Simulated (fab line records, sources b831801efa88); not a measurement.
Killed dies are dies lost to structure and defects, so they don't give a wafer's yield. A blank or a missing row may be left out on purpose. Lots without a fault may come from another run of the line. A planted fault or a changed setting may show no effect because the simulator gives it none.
Which tool did it? | flow gf180mcu | 13 lots, 39 wafers sampled, at 2 steps of a route of 602

WHAT THE GAUGES READ, wafer by wafer
GF_MIM_THK_MEAS_11: measures by xrf. Usual: MIM_ALCU_THK 200.6 nm, standard deviation 2.5.
lot  | measured     | on            | MIM_ALCU_THK (nm) | flag
L807 | day 24 13:55 | film_metro-03 | 199.7 197.9 198.9 |
L808 | day 24 19:06 | film_metro-02 | 203.6 200.6 203.1 |
L809 | day 25 07:33 | film_metro-02 | 205.3 204.1 205.2 |
L810 | day 25 18:40 | film_metro-03 | 200.7 198.9 198.3 |
L811 | day 25 23:50 | film_metro-02 | 201.6 202.2 199.9 |
L813 | day 26 12:19 | film_metro-02 | 202.0 197.7 203.3 |
L815 | day 27 05:54 | film_metro-03 | 204.5 204.1 201.7 |
L817 | day 27 21:22 | film_metro-02 | 203.8 200.3 200.5 |
L816 | day 27 23:28 | film_metro-03 | 201.7 196.4 201.6 |
L823 | day 29 15:01 | film_metro-02 | 200.5 201.7 199.3 |
L826 | day 30 09:01 | film_metro-03 | 200.6 199.8 201.5 |
L827 | day 30 13:39 | film_metro-03 | 194.1 197.4 196.4 |
L830 | day 31 10:54 | film_metro-02 | 202.9 201.0 201.3 |

WHICH TOOL RAN EACH LOT (tool, then ch and the chambers of the sampled wafers, then the start)
lot  | GF_M3_SPUTTER_00
L807 | pvd_sputter-01, day 20 11:12
L808 | pvd_sputter-02, day 20 15:56
L809 | pvd_sputter-01, day 21 06:22
L810 | pvd_sputter-02, day 21 17:54
L811 | pvd_sputter-04, day 22 00:08
L813 | pvd_sputter-01, day 22 14:11
L815 | pvd_sputter-01, day 23 09:35
L817 | pvd_sputter-02, day 24 02:14
L816 | pvd_sputter-01, day 24 05:01
L823 | pvd_sputter-02, day 26 01:31
L826 | pvd_sputter-02, day 26 20:26
L827 | pvd_sputter-04, day 27 01:39
L830 | pvd_sputter-01, day 28 01:16
- GF_M3_SPUTTER_00: material Ti, target thk 37.5 nm, time 150 s.

WHAT THE TOOLS THEMSELVES READ (means of the sampled wafers that have a number; where no wafer has one, the mark that the record gives instead)
GF_M3_SPUTTER_00. Usual: cathode_dc_power_W 4000.1 W, standard deviation 0.72; throttle_valve_pct 30.1 %, standard deviation 1.2.
lot  | tool           | cathode_dc_power_W (W) | throttle_valve_pct (%) | flag
L807 | pvd_sputter-01 | 3999.8                 | 29.1                   |
L808 | pvd_sputter-02 | 4000.3                 | 31.0                   |
L809 | pvd_sputter-01 | 4000.1                 | 29.1                   |
L810 | pvd_sputter-02 | 3999.7                 | 31.4                   |
L811 | pvd_sputter-04 | 4000.0                 | 29.5                   |
L813 | pvd_sputter-01 | 3999.5                 | 29.1                   |
L815 | pvd_sputter-01 | 4000.4                 | 29.8                   |
L817 | pvd_sputter-02 | 3999.7                 | 31.6                   |
L816 | pvd_sputter-01 | 4000.0                 | 29.0                   |
L823 | pvd_sputter-02 | 4000.1                 | 30.9                   |
L826 | pvd_sputter-02 | 4000.2                 | 31.3                   |
L827 | pvd_sputter-04 | 3999.2                 | 30.2                   |
L830 | pvd_sputter-01 | 3999.6                 | 29.5                   |

THE ANSWER, worked out from the rows above alone
Rule: a lot is off if the mean of its wafers that have a number lies more than 3 standard deviations from the usual mean. A lot without any number at a reading at which 4 lots or more have one is off too. The other lots that the step has rows for count as sound. The gauges are gone through in route order, then the tools' own readings, and for those a lot's mean is taken as printed above. The first step at which some lot is off is used, and at that step the reading that is off furthest; a lot without a number counts as furthest.
No lot is off at any reading shown: from this, nothing can be told.

WHAT THE SIMULATOR HAD PUT IN
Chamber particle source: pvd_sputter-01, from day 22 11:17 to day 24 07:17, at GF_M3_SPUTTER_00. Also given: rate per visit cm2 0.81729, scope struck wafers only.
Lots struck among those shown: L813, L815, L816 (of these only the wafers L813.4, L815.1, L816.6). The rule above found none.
